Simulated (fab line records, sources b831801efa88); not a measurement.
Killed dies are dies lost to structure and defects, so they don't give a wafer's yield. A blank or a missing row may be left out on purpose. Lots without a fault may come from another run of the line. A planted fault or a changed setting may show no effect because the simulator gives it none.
Split-lot experiment | flow gf180mcu | 5 lots, 27 wafers read, on a route of 602 steps

THE SPLIT
At GF_DUAL_GATE_OXIDATION_15 (stabilise 600 s, purge 300 s, target thk 7.098 nm), the setting ox_time_s was moved away from the recipe's 1995 s on 24 of the 27 wafers read, by -34.7% to +41.0%. The other wafers ran this setting at the recipe's value.

The reading is taken at the split's own step.

THE READING
SiO2_of_DUAL_GATE_OXIDATION_02.thk_nm (the simulator's own value, which no gauge read), in nm, at GF_DUAL_GATE_OXIDATION_15 (stabilise 600 s, purge 300 s, target thk 7.098 nm). The file gives no usual value for it. The 3 wafers here that ran the recipe average 14.40 nm, standard deviation 0.081 nm.

wafer  | tool, chamber at the split | ox_time_s as run, s | against the recipe | SiO2_of_DUAL_GATE_OXIDATION_02.thk_nm, nm | against lot-mates on the recipe
L077.1 | -, -                       | 2412                | +20.9%             | 15.24                                     | no lot-mate on the recipe
L077.2 | -, -                       | 2412                | +20.9%             | 15.42                                     | no lot-mate on the recipe
L077.3 | -, -                       | 2412                | +20.9%             | 15.43                                     | no lot-mate on the recipe
L077.4 | -, -                       | 2412                | +20.9%             | 15.43                                     | no lot-mate on the recipe
L077.5 | -, -                       | 2412                | +20.9%             | 15.22                                     | no lot-mate on the recipe
L077.6 | -, -                       | 2412                | +20.9%             | 15.17                                     | no lot-mate on the recipe
L079.3 | furnace-01, 0              | 1995                | recipe             | 14.47                                     | -
L079.4 | furnace-01, 0              | 1995                | recipe             | 14.29                                     | -
L079.6 | furnace-01, 0              | 1995                | recipe             | 14.45                                     | -
L083.1 | -, -                       | 2813                | +41.0%             | 16.2                                      | no lot-mate on the recipe
L083.4 | -, -                       | 2813                | +41.0%             | 16.2                                      | no lot-mate on the recipe
L083.6 | -, -                       | 2813                | +41.0%             | 16.2                                      | no lot-mate on the recipe
L083.2 | -, -                       | 2813                | +41.0%             | 16                                        | no lot-mate on the recipe
L083.3 | -, -                       | 2813                | +41.0%             | 16.12                                     | no lot-mate on the recipe
L083.5 | -, -                       | 2813                | +41.0%             | 16.16                                     | no lot-mate on the recipe
L084.1 | -, -                       | 1303                | -34.7%             | 13.34                                     | no lot-mate on the recipe
L084.2 | -, -                       | 1303                | -34.7%             | 13.13                                     | no lot-mate on the recipe
L084.3 | -, -                       | 1303                | -34.7%             | 13.29                                     | no lot-mate on the recipe
L084.4 | -, -                       | 1303                | -34.7%             | 13.2                                      | no lot-mate on the recipe
L084.5 | -, -                       | 1303                | -34.7%             | 13.2                                      | no lot-mate on the recipe
L084.6 | -, -                       | 1303                | -34.7%             | 13.28                                     | no lot-mate on the recipe
L085.1 | -, -                       | 2378                | +19.2%             | 15.32                                     | no lot-mate on the recipe
L085.2 | -, -                       | 2378                | +19.2%             | 15.38                                     | no lot-mate on the recipe
L085.3 | -, -                       | 2378                | +19.2%             | 15.42                                     | no lot-mate on the recipe
L085.4 | -, -                       | 2378                | +19.2%             | 15.43                                     | no lot-mate on the recipe
L085.5 | -, -                       | 2378                | +19.2%             | 15.41                                     | no lot-mate on the recipe
L085.6 | -, -                       | 2378                | +19.2%             | 15.26                                     | no lot-mate on the recipe

THE FIT
A straight line over all 27 wafers: SiO2_of_DUAL_GATE_OXIDATION_02.thk_nm changes by +0.0387 nm for each +1% of ox_time_s; r = +0.99; the points scatter about the line by 0.11 nm.
Too few moved wafers have a lot-mate on the recipe to fit a line with each lot's own level taken away.

THE FILE'S OWN FIT
SiO2_of_DUAL_GATE_OXIDATION_02.thk_nm changes by +0.0387 nm for each +1% of ox_time_s, r = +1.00.
